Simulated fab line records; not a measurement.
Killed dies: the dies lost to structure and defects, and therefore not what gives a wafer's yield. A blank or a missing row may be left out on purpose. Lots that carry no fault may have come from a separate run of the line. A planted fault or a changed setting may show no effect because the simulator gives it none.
Comparing a struck lot with a sound one ; flow gf180mcu ; 16 out of 602 route steps
Sound: wafers L814.4, L814.5, L814.6. Wafers struck: L823.2, L823.3, L823.6. The cause is named last.
Order at every step that has rows: each side's tool, ch and its chambers, its first start. Under that, the readings that differ: sound wafers ; struck wafers ; difference of the means ; sigmas: that difference in standard deviations of wafers without a fault.
alike: readings with means less than 2 such deviations apart, plus words and numbers identical on both sides. not compared: withheld readings, readings lacking a value on some wafer, bounds such as >300 that could conceal the same value, and numbers that have no deviation in the record and whose values overlap.
The two part at a step that has a row with sigmas, a row that says differs or no value, or rows on one side only. Non-overlapping numbers with no deviation appear without sigmas and do not part them. A reading missing from all wafers of one side parts the sides only when that side holds two or more wafers.

first, 4 steps without rows for these wafers: GF_SAB_SOFTBAKE_05 (time 60 s); GF_SAB_EXPOSE_06 (exposes mask SAB, target cd 420 nm); GF_SAB_PEB_07; GF_SAB_DEVELOP_08 (develop time 60 s).
GF_SAB_CD_MEAS_09 targets a cd of 420 nm.
  sound on cd sem-02, day 17 09:32; struck on cd sem-02, day 20 09:36
  alike: cd nm
GF_SAB_OVL_MEAS_10:
  sound on overlay-01, day 17 09:36; struck on overlay-02, day 20 09:43
  alike: SAB_OVL
GF_SAB_ETCH_11: etches SiO2 in C4F8/O2/Ar, target depth 55 nm, time 8.5 s.
  sound on rie diel-04 ch 0,1, day 17 09:37; struck on rie diel-04 ch 1,2, day 20 09:44
  alike: oes product au
  not compared: rf hours counter h
then, 1 step without rows for these wafers: GF_SAB_WET_ETCH_12 (etches SiO2 in dHF, target depth 22 nm, time 440 s).
GF_SAB_STRIP_13: strips in O2/N2.
  sound on plasma asher-03 ch 0,1, day 17 09:49; struck on plasma asher-02 ch 0,1, day 20 09:53
  alike: drypump motor current A, heater power w, oes product au, strip time to endpoint s
  not compared: rf hours counter h
then, 2 steps without rows for these wafers: GF_SALICIDE_CLEAN_00 (cleans in SC1/SC2, time 150 s); GF_SALICIDE_WET_ETCH_01 (etches SiO2 in dHF, target depth 5 nm, time 100 s).
GF_SALICIDE_SPUTTER_02: material Co, target thk 10 nm, time 20 s.
  sound on pvd sputter-01, day 17 09:58; struck on pvd sputter-01, day 20 10:04
  alike: cathode dc power W, throttle valve pct
GF_SALICIDE_SPUTTER_03: material TiN, target thk 20 nm, time 16.7 s.
  sound on pvd sputter-01, day 17 09:59; struck on pvd sputter-01, day 20 10:06
reading;sound;struck;difference;sigmas
cathode dc power W (W);6498.4 6499.3 6498.9;6238.1 6238.4 6240.2;-260.0;-99 or more
model.TiN_of_SALICIDE_SPUTTER_03.thk nm (nm);20.11 20.09 20.24;19.07 19.15 18.91;-1.10;
  alike: throttle valve pct
GF_SALICIDE_RS_MEAS_04: uses a four-point probe to measure.
  sound on film metro-03, day 17 10:04; struck on film metro-03, day 20 10:09
reading;sound;struck;difference;sigmas
SALICIDE_TIN_RS (ohm/sq);15.8 16.1 15.8;16.8 17.0 17.0;+1.0;+3
GF_SALICIDE_THK_MEAS_05: measures by xrf.
  sound on film metro-03, day 17 10:10; struck on film metro-03, day 20 10:16
reading;sound;struck;difference;sigmas
SALICIDE_TIN_THK (nm);19.9 19.9 20.1;18.9 19.1 18.8;-1.0;-3
  not compared: hold
GF_SALICIDE_RTA_06: time 30 s.
  sound on rtp anneal-01 ch 0, day 17 10:14; struck on rtp anneal-02 ch 0, day 20 10:20
reading;sound;struck;difference;sigmas
lamp power pct (%);6.58 6.58 6.58;7.00 6.99 7.00;+0.42;+2
  alike: chamber o2 ppm, wafer_temp_C_max
  not compared: hold

## WHERE THEY PART
Last at GF_SALICIDE_RTA_06 as far as this record goes, first at GF_SALICIDE_SPUTTER_03.

WHY: whatever the simulator had introduced
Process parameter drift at GF_SALICIDE_SPUTTER_03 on pvd sputter-01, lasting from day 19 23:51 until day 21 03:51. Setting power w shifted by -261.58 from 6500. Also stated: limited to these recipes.
